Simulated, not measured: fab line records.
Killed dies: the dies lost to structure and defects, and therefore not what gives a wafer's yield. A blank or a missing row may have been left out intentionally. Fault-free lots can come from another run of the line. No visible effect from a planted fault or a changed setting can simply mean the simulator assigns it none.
fab line records ; flow gf180mcu ; part 2 of 2: steps 26 to 35 of 35
[record] lots = 5; wafers = 15; lastDay = 32
route steps=602 shown STI@30 DNWELL@32 NWELL@42 LVPWELL@54
lots untouched by any fault: they come from a run of this same line in which no faults occurred
startH: hours from the record's first day to the start of the lot's first wafer shown ; waitH: hours from the lot's prior step to this one ; " same as the row above ; L1.1+2: several wafers, shown together as one row ; - no value, or no start given ; * or withheld: withheld ; < > ~ a bound
route shown NAME@n: a module of which the file shows steps, and the number in the route of the first ; usual: mean/standard deviation of fault-free wafers ; same: alike in all rows ; chamber/n: place in a boat ; sites: readings site by site ; _std_site: their standard deviation ; _edge_site: mean of outer sites minus mean of inner sites ; radiusMm: how far each site lies from the wafer's centre ; mask NAME#n: copy n ; behind: the most recent tool/chamber to have shaped the wafer ; hold: what put the lot on hold/how long, in hours/how the hold closed ; device: names the non-switching transistor (n, p or np) ; end of line: at the end of the route, the tests of the same wafers ; a step without rows: its recipe alone ; killed: dies lost to structure and defects at the first sort, not the wafer's yield ; map: dies across one wafer; x = killed, . = not, _ = none there
set.NAME: the setting that was run; set.NAME@STEP: the one run at that earlier step ; model.NAME: the simulator's own value behind a step, which no gauge read
lots seen at some steps along the route; tables by step, rows by wafer
services: the hour from which a tool's chamber was out of use, counted from the record's first day as startH (under 0 if before that day), plus the number of hours and why
[[steps]]
[step GF_LVPWELL_HMDS_01]
[recipe] primeTimeS = 60; primeTempC = 120
[usual] chillPlateTempC = 22.99/0.12
lot.wafer;tool;chamber;startH;waitH;chillPlateTempC
L079.1;lithoTrack-03;0;89.21;0.1;23.08
L079.2;lithoTrack-03;0;89.21;0.1;23.08
L079.4;lithoTrack-03;0;89.21;0.1;23.00
L080.1;lithoTrack-03;0;95.31;0.1;22.94
L080.3;lithoTrack-03;0;95.31;0.1;23.09
L080.6;lithoTrack-03;0;95.31;0.1;23.01
L081.3;lithoTrack-01;0;99.99;0.1;22.98
L081.5;lithoTrack-01;0;99.99;0.1;22.99
L081.6;lithoTrack-01;0;99.99;0.1;23.09
L086.3;lithoTrack-02;0;130.02;0.1;22.92
L086.4;lithoTrack-02;0;130.02;0.1;22.75
L086.6;lithoTrack-02;0;130.02;0.1;22.88
L087.2;lithoTrack-02;0;134.40;0.1;23.27
L087.3;lithoTrack-02;0;134.40;0.1;22.97
L087.6;lithoTrack-02;0;134.40;0.1;23.05
[step GF_LVPWELL_COAT_02]
[recipe] spinRpm = 2000; resistThkNm = 3000
[usual] chillPlateTempC = 22.98/0.1
lot.wafer;tool;chamber;startH;waitH;chillPlateTempC
L079.1;lithoTrack-03;0;89.36;0.1;22.99
L079.2;lithoTrack-03;0;89.36;0.1;23.00
L079.4;lithoTrack-03;0;89.36;0.1;22.96
L080.1;lithoTrack-03;0;95.46;0.1;22.90
L080.3;lithoTrack-03;0;95.46;0.1;22.90
L080.6;lithoTrack-03;0;95.46;0.1;22.90
L081.3;lithoTrack-01;0;100.14;0.1;22.89
L081.5;lithoTrack-01;0;100.14;0.1;22.82
L081.6;lithoTrack-01;0;100.14;0.1;23.00
L086.3;lithoTrack-02;0;130.17;0.1;23.34
L086.4;lithoTrack-02;0;130.17;0.1;23.10
L086.6;lithoTrack-02;0;130.17;0.1;23.10
L087.2;lithoTrack-02;0;134.55;0.1;23.05
L087.3;lithoTrack-02;0;134.55;0.1;23.12
L087.6;lithoTrack-02;0;134.55;0.1;23.10
[step GF_LVPWELL_SOFTBAKE_03]
[recipe] tempC = 110; timeS = withheld
[usual] chillPlateTempC = 23.04/0.11
lot.wafer;tool;chamber;startH;waitH;chillPlateTempC
L079.1;lithoTrack-03;0;89.51;0.1;23.03
L079.2;lithoTrack-03;0;89.51;0.1;23.14
L079.4;lithoTrack-03;0;89.51;0.1;23.22
L080.1;lithoTrack-03;0;95.61;0.1;23.13
L080.3;lithoTrack-03;0;95.61;0.1;23.19
L080.6;lithoTrack-03;0;95.61;0.1;22.88
L081.3;lithoTrack-01;0;100.31;0.1;22.99
L081.5;lithoTrack-01;0;100.31;0.1;23.18
L081.6;lithoTrack-01;0;100.31;0.1;23.02
L086.3;lithoTrack-02;0;130.34;0.1;23.09
L086.4;lithoTrack-02;0;130.34;0.1;23.01
L086.6;lithoTrack-02;0;130.34;0.1;23.14
L087.2;lithoTrack-02;0;134.71;0.1;23.08
L087.3;lithoTrack-02;0;134.71;0.1;23.07
L087.6;lithoTrack-02;0;134.71;0.1;23.14
[step GF_LVPWELL_EXPOSE_04]
[recipe] maskId = LVPWELL; targetCdNm = 600; na = 0.6; sourceShape = conventional; sigmaOuter = 0.6; doseMj = 260
[usual] exposureDoseMJCm2 = 260.02/0.25; focusOffsetNm = 0.0/0.58
lot.wafer;tool;chamber;startH;waitH;mask;exposureDoseMJCm2;focusOffsetNm
L079.1;ilineStepper-02;0;-;-;LVPWELL#0;259.86;0.7
L079.2;ilineStepper-02;0;-;-;LVPWELL#0;259.86;0.1
L079.4;ilineStepper-02;0;-;-;LVPWELL#0;260.08;0.1
L080.1;ilineStepper-02;0;-;-;LVPWELL#0;260.34;-0.7
L080.3;ilineStepper-02;0;-;-;LVPWELL#0;259.85;0.3
L080.6;ilineStepper-02;0;-;-;LVPWELL#0;259.95;-0.3
L081.3;ilineStepper-02;0;-;-;LVPWELL#0;259.67;-0.6
L081.5;ilineStepper-02;0;-;-;LVPWELL#0;259.97;-0.7
L081.6;ilineStepper-02;0;-;-;LVPWELL#0;259.84;-0.2
L086.3;ilineStepper-02;0;-;-;LVPWELL#0;260.17;0.3
L086.4;ilineStepper-02;0;-;-;LVPWELL#0;260.02;-0.1
L086.6;ilineStepper-02;0;-;-;LVPWELL#0;260.32;0.5
L087.2;ilineStepper-02;0;-;-;LVPWELL#0;260.60;-0.6
L087.3;ilineStepper-02;0;-;-;LVPWELL#0;260.12;-0.3
L087.6;ilineStepper-02;0;-;-;LVPWELL#0;260.20;0.2
[step GF_LVPWELL_PEB_05]
[recipe] tempC = 115; timeS = withheld
[usual] chillPlateTempC = 23.01/0.11
lot.wafer;tool;chamber;startH;waitH;chillPlateTempC
L079.1;lithoTrack-02;0;-;-;23.17
L079.2;lithoTrack-02;0;-;-;23.03
L079.4;lithoTrack-02;0;-;-;22.97
L080.1;lithoTrack-02;0;-;-;22.87
L080.3;lithoTrack-02;0;-;-;22.70
L080.6;lithoTrack-02;0;-;-;22.97
L081.3;lithoTrack-03;0;-;-;22.95
L081.5;lithoTrack-03;0;-;-;23.15
L081.6;lithoTrack-03;0;-;-;22.92
L086.3;lithoTrack-03;0;-;-;22.88
L086.4;lithoTrack-03;0;-;-;22.91
L086.6;lithoTrack-03;0;-;-;22.92
L087.2;lithoTrack-03;0;-;-;23.01
L087.3;lithoTrack-03;0;-;-;23.14
L087.6;lithoTrack-03;0;-;-;23.11
[step GF_LVPWELL_DEVELOP_06]
[recipe] wallAngleDeg = 90; developTimeS = 60; devTempC = 23
[usual] chillPlateTempC = 23.00/0.093
lot.wafer;tool;chamber;startH;waitH;chillPlateTempC
L079.1;lithoTrack-02;0;-;-;22.99
L079.2;lithoTrack-02;0;-;-;23.14
L079.4;lithoTrack-02;0;-;-;23.08
L080.1;lithoTrack-02;0;-;-;22.88
L080.3;lithoTrack-02;0;-;-;22.90
L080.6;lithoTrack-02;0;-;-;22.88
L081.3;lithoTrack-03;0;-;-;23.01
L081.5;lithoTrack-03;0;-;-;23.00
L081.6;lithoTrack-03;0;-;-;22.89
L086.3;lithoTrack-03;0;-;-;23.16
L086.4;lithoTrack-03;0;-;-;23.04
L086.6;lithoTrack-03;0;-;-;23.04
L087.2;lithoTrack-03;0;-;-;22.84
L087.3;lithoTrack-03;0;-;-;22.96
L087.6;lithoTrack-03;0;-;-;22.81
[step GF_LVPWELL_OVL_MEAS_07]
[usual] LVPWELL_OVL = -0.9/1.8
lot.wafer;tool;chamber;startH;waitH;LVPWELL_OVL[nm]
L079.1;overlay-01;-;96.67;-;-1.0
L079.2;overlay-01;-;96.67;-;0.5
L079.4;overlay-01;-;96.67;-;-1.5
L080.1;overlay-02;-;102.22;-;-0.2
L080.3;overlay-02;-;102.22;-;-2.1
L080.6;overlay-02;-;102.22;-;-1.9
L081.3;overlay-01;-;107.32;-;-2.5
L081.5;overlay-01;-;107.32;-;-3.6
L081.6;overlay-01;-;107.32;-;-3.1
L086.3;overlay-02;-;138.02;-;-3.1
L086.4;overlay-02;-;138.02;-;-1.6
L086.6;overlay-02;-;138.02;-;-1.7
L087.2;overlay-01;-;142.36;-;1.3
L087.3;overlay-01;-;142.36;-;-1.6
L087.6;overlay-01;-;142.36;-;-0.2
[step GF_LVPWELL_IMPLANT_08]
[recipe] species = B; energyKev = 170; doseCm2 = 1.5e+13; tiltDeg = 0
[same] implantIonAmu = 11
lot.wafer;tool;chamber;startH;waitH
L079.1+2+4;implanter-03;0;96.71;0.0
L080.1+3+6;implanter-02;0;102.26;0.0
L081.3+5+6;implanter-02;0;107.39;0.1
L086.3+4+6;implanter-01;0;138.09;0.1
L087.2+3+6;implanter-01;0;142.42;0.0
[step GF_LVPWELL_IMPLANT_09]
[recipe] species = B; energyKev = 60; doseCm2 = 5e+12; tiltDeg = 0
[same] implantIonAmu = 11
lot.wafer;tool;chamber;startH;waitH
L079.1+2+4;implanter-03;0;96.86;0.1
L080.1+3+6;implanter-02;0;102.41;0.1
L081.3+5+6;implanter-02;0;107.54;0.1
L086.3+4+6;implanter-01;0;138.24;0.1
L087.2+3+6;implanter-01;0;142.57;0.1
[step GF_LVPWELL_STRIP_10]
[recipe] chemistry = O2/N2; powerW = 1400; pressureMtorr = 1500; platenTempC = 250; o2FlowSccm = 3000; n2FlowSccm = 300; overashFraction = 0.5
[usual] chamberPressureMTorr = 1500.0/1.6; drypumpMotorCurrentA = 5.7/0.35; heaterPowerW = 351/14; oesProductAu = 0.723/0.0044; stripTimeToEndpointS = 36.92/0.099
lot.wafer;tool;chamber;startH;waitH;chamberPressureMTorr;drypumpMotorCurrentA;heaterPowerW;oesProductAu;rfHoursCounterH;stripTimeToEndpointS
L079.1;plasmaAsher-01;1;97.01;0.1;1501.7;5.7;330;0.719;41;36.85
L079.2;plasmaAsher-01;0;97.01;0.1;1499.1;5.1;350;0.723;41;36.98
L079.4;plasmaAsher-01;0;97.01;0.1;1502.2;5.1;339;0.725;-;36.95
L080.1;plasmaAsher-02;0;102.56;0.1;1500.0;5.4;370;0.719;30;36.93
L080.3;plasmaAsher-02;1;102.56;0.1;1499.2;6.1;342;0.725;-;36.87
L080.6;plasmaAsher-02;0;102.56;0.1;1500.7;5.4;358;0.726;-;36.93
L081.3;plasmaAsher-02;1;107.68;0.1;1504.0;6.1;332;0.717;-;36.92
L081.5;plasmaAsher-02;1;107.68;0.1;1500.9;6.1;337;0.724;-;36.89
L081.6;plasmaAsher-02;0;107.68;0.1;1498.1;5.4;368;0.724;-;36.71
L086.3;plasmaAsher-02;1;138.38;0.1;1499.7;6.1;330;0.718;-;36.95
L086.4;plasmaAsher-02;0;138.38;0.1;1497.5;5.4;361;0.718;-;36.85
L086.6;plasmaAsher-02;1;138.38;0.1;1499.5;6.1;338;0.717;-;36.88
L087.2;plasmaAsher-03;1;142.69;0.1;1501.0;6.1;356;0.718;51;37.10
L087.3;plasmaAsher-03;1;142.69;0.1;1499.7;6.1;359;0.716;-;36.98
L087.6;plasmaAsher-03;1;142.69;0.1;1497.5;6.0;362;0.725;-;37.06
[[services]]
tool;chamber;startH;hours;kind
implanter-01;-;39.67;1.0;repair
ilineStepper-01;0;43.36;-;calibration
plasmaAsher-01;-;60.88;15.6;pm
plasmaAsher-02;-;73.85;14.6;pm
implanter-03;-;81.58;3.2;repair
implanter-04;-;84.28;2.3;repair
implanter-03;-;92.19;4.1;repair
plasmaAsher-01;-;100.58;18.4;pm
furnace-01;-;101.51;3.0;pm
lithoTrack-04;-;106.82;-;consumableReplace:filter
implanter-01;-;107.04;1.0;repair
plasmaAsher-04;-;108.52;2.8;pm
plasmaAsher-04;-;111.27;9.0;pm
plasmaAsher-04;0;111.27;9.0;ventCycle
plasmaAsher-04;1;111.27;9.0;ventCycle
plasmaAsher-04;0;120.27;-;clean
plasmaAsher-04;1;120.27;-;clean
ilineStepper-02;0;125.22;-;calibration
ilineStepper-01;-;128.06;28.9;pm
plasmaAsher-01;-;132.85;4.0;repair
plasmaAsher-01;-;138.60;2.8;pm
